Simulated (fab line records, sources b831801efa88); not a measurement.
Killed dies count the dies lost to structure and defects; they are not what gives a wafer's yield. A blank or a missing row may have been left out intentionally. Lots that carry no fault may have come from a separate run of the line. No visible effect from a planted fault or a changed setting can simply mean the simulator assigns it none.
Code-filled problem report in 8D (eight disciplines) form -- flow sky130 -- the parts of the form that need people (team, actions taken, sign-off) are left out

1. THE PROBLEM
Across 6 wafers from 2 lots, GATE_OXIDE_OXIDATION_00_THK at SKY_GATE_OXIDE_THK_MEAS_02 averages 12.31 nm, while fault-free wafers read 10.15 nm with a standard deviation of 0.18. That is +12 standard deviations from the usual mean.
First seen on wafer L197.4, day 17 04:12, on film metro-03. At this step, 36 wafers from 12 lots have a number in the record. Rule for "out" (also "out of limits"): further than 4 standard deviations from the usual mean. All remaining wafers that have a number are taken as sound.

2. WHAT IT IS AND WHAT IT IS NOT
question,is,is not
which readings at this step,GATE_OXIDE_OXIDATION_00_THK,-
which lots,"L197, L199","L186, L187, L188, L190, L192, L193, L194, L201, L207, L208"
which wafers of those lots,all that have a number,-
read on which gauges,"film metro-02, film metro-03",film metro-01
when,from day 17 04:12,"up to then (21 sound wafers); but 9 sound wafers of L201, L207, L208 came after"

3. WHAT RULES OUT EACH SUSPECT
Counting: a tool at a process step up to the reading stays a suspect if it ran every lot that is out and no sound lot after the first of them.
- the gauge at SKY_GATE_OXIDE_THK_MEAS_02 is ruled out. Those wafers that are out were read across 2 gauges (film metro-02, film metro-03).
- furnace-02 at SKY_GATE_OXIDE_OXIDATION_01 (stabilise 600 s, purge 300 s, target thk 10.268 nm): kept. It processed each lot that is out, first L197 at day 17 02:46, and no sound lot thereafter; up to then, the last sound lot it processed was L194 at day 15 17:11.
Remaining after the count: furnace-02 at SKY_GATE_OXIDE_OXIDATION_01.

4. THE CAUSE (what the simulator had put in)
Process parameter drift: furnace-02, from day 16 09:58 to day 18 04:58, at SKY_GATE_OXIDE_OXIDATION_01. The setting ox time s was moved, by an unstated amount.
Counting left only this tool.

5. THE EFFECT CHAIN, in route order
Rows list readings where the struck wafers' mean (over those with a number) sits beyond 3 standard deviations from the usual. Readings are gone through only where the record gives a usual standard deviation; hours: the median, over the lots, of the time from a lot's start at the first step in this table giving one to that lot's start at this step; sigmas: the change measured in usual standard deviations.
hours,step,reading,usual,on struck wafers,change,sigmas
0,SKY_GATE_OXIDE_THK_MEAS_02,GATE_OXIDE_OXIDATION_00_THK,10.15 nm,12.31,+2.16,+12

6. HOW IT WOULD HAVE BEEN CAUGHT EARLIER
18 hours passed between the start of the fault at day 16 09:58 and the first reading out of limits at a measuring or inspecting step in this record, taken at day 17 04:12.
No tool reading at SKY_GATE_OXIDE_OXIDATION_01 that has a usual standard deviation in the record was out on any struck wafer, so an alarm limit of 4 standard deviations on those readings would not have fired.
Of the lots that are out (2), L199 began SKY_GATE_OXIDE_OXIDATION_01 on furnace-02 after day 17 04:12. A hold on the tool at that time would have spared it.
